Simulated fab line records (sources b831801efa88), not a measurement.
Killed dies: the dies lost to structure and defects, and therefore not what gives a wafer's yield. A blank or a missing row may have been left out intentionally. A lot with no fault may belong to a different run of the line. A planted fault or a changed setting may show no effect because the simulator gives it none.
Which tool did it? ; flow sky130 ; 12 lots with 36 wafers sampled at 3 steps, on a route of 708 steps

## WHAT THE GAUGES SHOWED, per wafer
SKY_POLY_GATE_THK_MEAS_21. Usual: POLY_GATE_OXIDATION_THK 4.02 nm, standard deviation 0.1.
lot;measured;on;POLY_GATE_OXIDATION_THK (nm);flag
L703;day 17 07:31;filmMetro-03;4.01 4.00 4.11;
L702;day 17 07:27;filmMetro-01;3.93 3.94 4.02;
L704;day 17 12:43;filmMetro-01;4.09 4.23 4.07;
L705;day 17 12:46;filmMetro-01;4.16 4.21 4.22;
L712;day 20 16:36;filmMetro-03;3.95 3.98 3.98;
L713;day 20 15:48;filmMetro-01;4.13 4.26 4.19;
L716;day 21 19:46;filmMetro-01;4.02 4.02 3.98;
L720;day 23 02:32;filmMetro-03;4.04 4.18 4.21;
L722;day 23 16:26;filmMetro-03;3.94 3.91 4.07;
L723;day 24 04:52;filmMetro-01;4.22 4.17 4.20;
L725;day 24 09:56;filmMetro-03;3.82 3.92 3.90;
L724;day 24 13:26;filmMetro-03;4.00 3.88 3.93;

SKY_SD_P_CD_MEAS_07: target cd 380 nm. Usual: 380.3 nm for cdNm, sd 2.5.
lot;measured;on;cdNm (nm);flag
L703;day 26 08:32;cdSem-02;383.6 382.1 381.2;
L702;day 26 05:09;cdSem-02;381.1 378.7 379.9;
L704;day 26 14:01;cdSem-01;383.0 380.7 381.0;
L705;day 26 13:16;cdSem-01;383.9 385.3 387.1;
L712;day 29 12:41;cdSem-02;381.0 380.4 378.6;
L713;day 29 11:47;cdSem-01;378.4 378.3 379.5;
L716;day 30 14:17;cdSem-02;379.5 379.0 377.3;
L720;day 31 17:48;cdSem-01;379.7 381.6 383.0;
L722;day 32 07:31;cdSem-02;377.2 377.0 374.9;
L723;day 32 16:55;cdSem-01;374.3 374.3 377.8;
L725;day 32 22:46;cdSem-01;380.4 379.6 380.1;
L724;day 33 00:53;cdSem-02;380.8 378.2 375.9;

## WHICH TOOL RAN EACH LOT (tool, then ch and the chambers of the sampled wafers, then the start)
lot;SKY_VT_ADJUST_NCORE_STRIP_10
L703;plasmaAsher-02 ch 0,1, day 9 01:53
L702;plasmaAsher-04 ch 0,1, day 9 03:27
L704;plasmaAsher-04 ch 0,1, day 9 11:50
L705;plasmaAsher-01 ch 0,1, day 9 12:18
L712;plasmaAsher-02 ch 0,1, day 11 15:51
L713;plasmaAsher-01 ch 0, day 11 18:55
L716;plasmaAsher-02 ch 0,1, day 12 15:24
L720;plasmaAsher-04 ch 0,1, day 13 17:54
L722;plasmaAsher-01 ch 0,1, day 14 12:58
L723;plasmaAsher-04 ch 0,1, day 14 19:52
L725;plasmaAsher-04 ch 0, day 15 03:51
L724;plasmaAsher-02 ch 0,1, day 15 04:09
- SKY_VT_ADJUST_NCORE_STRIP_10: strips in O2/N2.

## AS READ BY THE TOOLS THEMSELVES (means over the sampled wafers that have a number; for cases with no such wafer, the mark the record gives instead)
SKY_VT_ADJUST_NCORE_STRIP_10. Usual: drypumpMotorCurrentA 5.93 A, standard deviation 0.17; n2FlowSccm 300.1 sccm, standard deviation 0.94; oesProductAu 0.715 a.u., standard deviation 0.0046; stripTimeToEndpointS 14.18 s, standard deviation 0.04.
lot;tool;drypumpMotorCurrentA (A);n2FlowSccm (sccm);oesProductAu (a.u.);stripTimeToEndpointS (s);flag
L703;plasmaAsher-02;5.79;298.5;0.715;14.21;
L702;plasmaAsher-04;5.95;300.0;0.716;14.24;
L704;plasmaAsher-04;5.95;300.8;0.718;14.17;
L705;plasmaAsher-01;6.11;299.6;0.708;14.18;
L712;plasmaAsher-02;5.82;299.9;0.715;14.16;
L713;plasmaAsher-01;5.91;298.6;0.714;14.11;
L716;plasmaAsher-02;5.78;300.6;0.713;14.21;
L720;plasmaAsher-04;5.97;300.6;0.711;14.28;
L722;plasmaAsher-01;6.12;300.5;0.719;14.17;
L723;plasmaAsher-04;5.87;300.4;0.716;14.20;
L725;plasmaAsher-04;5.74;300.6;0.716;14.12;
L724;plasmaAsher-02;5.77;299.9;0.715;14.21;

## THE ANSWER, worked out from the rows above alone
Rule: a lot counts as off when the mean over its wafers that have a number is more than 3 standard deviations away from the usual mean. A lot without any number at a reading at which 4 lots or more have one is off too. Any other lot the step has rows for is counted as sound. The gauges are gone through in route order, then the tools' own readings, and for those a lot's mean is taken as printed above. At the first step where some lot is off, the reading lying furthest off is the one used; lots without a number count as furthest.
Across all readings shown, no lot is off: no conclusion can be drawn from this.

## WHAT THE SIMULATOR HAD INSERTED
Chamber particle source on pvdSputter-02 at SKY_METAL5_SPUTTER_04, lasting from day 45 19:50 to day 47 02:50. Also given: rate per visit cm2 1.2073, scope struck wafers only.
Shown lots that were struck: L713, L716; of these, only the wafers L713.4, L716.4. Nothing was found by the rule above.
